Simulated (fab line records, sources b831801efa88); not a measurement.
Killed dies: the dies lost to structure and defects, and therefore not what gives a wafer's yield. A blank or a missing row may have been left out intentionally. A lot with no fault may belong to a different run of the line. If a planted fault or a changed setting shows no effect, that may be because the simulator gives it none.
Matching of chambers / flow gf180mcu / 3 sister chambers for GF_PASSIVATION_CVD_02 on pecvd-03
The step deposits Si3N4, target thk 700 nm, time 486.18 s. 3 wafers are shown with their chamber, then 10 later ones without.

== EACH WAFER AND ITS CHAMBER ==
wafer=L082.3; chamber=0; heaterPowerW (W)=554
wafer=L085.1; chamber=1; heaterPowerW (W)=701
wafer=L085.2; chamber=2; heaterPowerW (W)=618

== WAFERS WITH NO CHAMBER GIVEN ==
wafer=L085.4; heaterPowerW (W)=530
wafer=L092.1; heaterPowerW (W)=645
wafer=L092.2; heaterPowerW (W)=726
wafer=L092.6; heaterPowerW (W)=524
wafer=L093.1; heaterPowerW (W)=653
wafer=L093.3; heaterPowerW (W)=727
wafer=L093.5; heaterPowerW (W)=718
wafer=L095.1; heaterPowerW (W)=703
wafer=L095.4; heaterPowerW (W)=723
wafer=L095.6; heaterPowerW (W)=613

== WHICH CHAMBER EACH ONE RAN IN ==
wafer=L085.4; from the rows above=0; in truth=0
wafer=L092.1; from the rows above=can't be placed: 2 or 1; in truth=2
wafer=L092.2; from the rows above=1; in truth=1
wafer=L092.6; from the rows above=0; in truth=0
wafer=L093.1; from the rows above=can't be placed: 2 or 1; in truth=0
wafer=L093.3; from the rows above=1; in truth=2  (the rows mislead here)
wafer=L093.5; from the rows above=1; in truth=1
wafer=L095.1; from the rows above=1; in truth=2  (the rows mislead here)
wafer=L095.4; from the rows above=1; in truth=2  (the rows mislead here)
wafer=L095.6; from the rows above=2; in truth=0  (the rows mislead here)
Correct placement for 4 of the 10. Not placeable from these rows: 2 (in 1, the candidates include the true chamber). Placed wrongly: 4.
How it was worked out, from the rows above alone: a wafer's distance from a chamber is the root of the sum, over the readings, of the square of ((its reading less the chamber's mean) divided by the reading's scatter). If the next closest chamber is less than 2 further off than the closest, the wafer can't be placed; otherwise it belongs to the closest. Each chamber's mean is taken over the wafers shown for it. The scatter (one wafer shown for each chamber): square how far every hidden wafer sits from the nearest shown wafer, average those squares and take the square root.
